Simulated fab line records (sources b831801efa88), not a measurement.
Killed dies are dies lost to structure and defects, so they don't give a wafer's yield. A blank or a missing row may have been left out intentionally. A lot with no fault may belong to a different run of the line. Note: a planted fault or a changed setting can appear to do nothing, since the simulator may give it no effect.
The tool behind it: which one? + flow sky130 + 33 wafers from 11 lots sampled at 3 of the route's 708 steps

## WHAT EACH GAUGE READ, for each wafer
SKY_GATE_OXIDE_THK_MEAS_02.
| lot  | measured     | on           | GATE_OXIDE_OXIDATION_00_THK (nm) |
|------|--------------|--------------|----------------------------------|
| L319 | day 12 11:22 | filmMetro-02 | 10.29 10.46 10.57                |
| L320 | day 12 21:54 | filmMetro-02 | 10.05 10.09 9.81                 |
| L321 | day 13 07:43 | filmMetro-01 | 9.99 10.11 10.04                 |
| L323 | day 13 22:37 | filmMetro-03 | 10.14 10.06 10.22                |
| L324 | day 14 06:31 | filmMetro-02 | 10.06 9.83 10.08                 |
| L325 | day 14 16:58 | filmMetro-03 | 10.28 10.13 10.27                |
| L326 | day 15 06:08 | filmMetro-03 | 10.40 10.25 10.23                |
| L331 | day 17 03:08 | filmMetro-01 | 10.25 10.27 10.28                |
| L333 | day 18 13:59 | filmMetro-03 | 4.08 4.02 3.92                   |
| L336 | day 18 15:28 | filmMetro-03 | 3.93 3.80 3.73                   |
| L340 | day 19 12:16 | filmMetro-03 | 9.92 10.09 10.17                 |

## EACH LOT AND THE TOOL THAT RAN IT (in order: tool; ch and the chambers of the sampled wafers; start)
| lot  | SKY_FIELD_ISO_ETCH_14            | SKY_GATE_OXIDE_OXIDATION_01   |
|------|----------------------------------|-------------------------------|
| L319 | rieDiel-02 ch 0,1, day 2 05:55   | furnace-02 ch 0, day 12 09:58 |
| L320 | rieDiel-04 ch 0,1,2, day 2 09:19 | furnace-01 ch 0, day 12 20:29 |
| L321 | rieDiel-01 ch 1,3, day 2 14:44   | furnace-01 ch 0, day 13 06:19 |
| L323 | rieDiel-01 ch 0,1,2, day 3 01:46 | furnace-02 ch 0, day 13 21:12 |
| L324 | rieDiel-02 ch 0,2,3, day 3 07:47 | furnace-01 ch 0, day 14 05:07 |
| L325 | rieDiel-02 ch 0,1,2, day 3 13:01 | furnace-02 ch 0, day 14 15:32 |
| L326 | rieDiel-01 ch 0,2, day 3 17:37   | furnace-01 ch 0, day 15 04:43 |
| L331 | rieDiel-02 ch 1,2,3, day 4 19:43 | furnace-02 ch 0, day 17 01:43 |
| L333 | rieDiel-04 ch 0,2,3, day 5 12:11 | furnace-01 ch 0, day 18 12:34 |
| L336 | rieDiel-01 ch 2,3, day 5 21:47   | furnace-01 ch 0, day 18 13:59 |
| L340 | rieDiel-01 ch 0,1,3, day 6 17:43 | furnace-02 ch 0, day 19 10:51 |
- SKY_FIELD_ISO_ETCH_14: etches BARC in N2/H2, stops on SiO2, time 45.9 s, target depth 60 nm.
- SKY_GATE_OXIDE_OXIDATION_01: stabilise 600 s, purge 300 s, target thk 10.268 nm.

## THE ANSWER, worked out from the rows above alone
Rule: what is usual is taken from the lots themselves. Put in order of their means at a reading, lots are off if they are a third of the lots or fewer, leave a main group of 4 or more, and stand apart from it by a gap of 3 or more times the standard deviation of the main group's means; of several such gaps the widest counts. A main group whose means are all the same, to the digits that the tables above print for the reading, isn't used. Also off: a lot with no number at a reading for which 4 or more lots have one. The other lots that the step has rows for count as sound.
Off: L333, L336, at SKY_GATE_OXIDE_THK_MEAS_02 (GATE_OXIDE_OXIDATION_00_THK). Main group: mean 10.16 nm, sd 0.15.
A tool fits if, at a process step before that reading, it ran every lot that is off, and no sound lot after the first of them. Gauges at SKY_GATE_OXIDE_THK_MEAS_02: tried the same way as those tools. One candidate fits, namely furnace-01 at SKY_GATE_OXIDE_OXIDATION_01. A fault onset in the window from L326 (day 15 04:43, its last sound lot) to L333 (day 18 12:34, its first lot off) fits.

## WHAT THE SIMULATOR PUT IN
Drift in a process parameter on furnace-01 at SKY_GATE_OXIDE_OXIDATION_01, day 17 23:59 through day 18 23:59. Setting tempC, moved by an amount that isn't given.
Struck lots among those shown: L333, L336. The rule above reached the same finding.
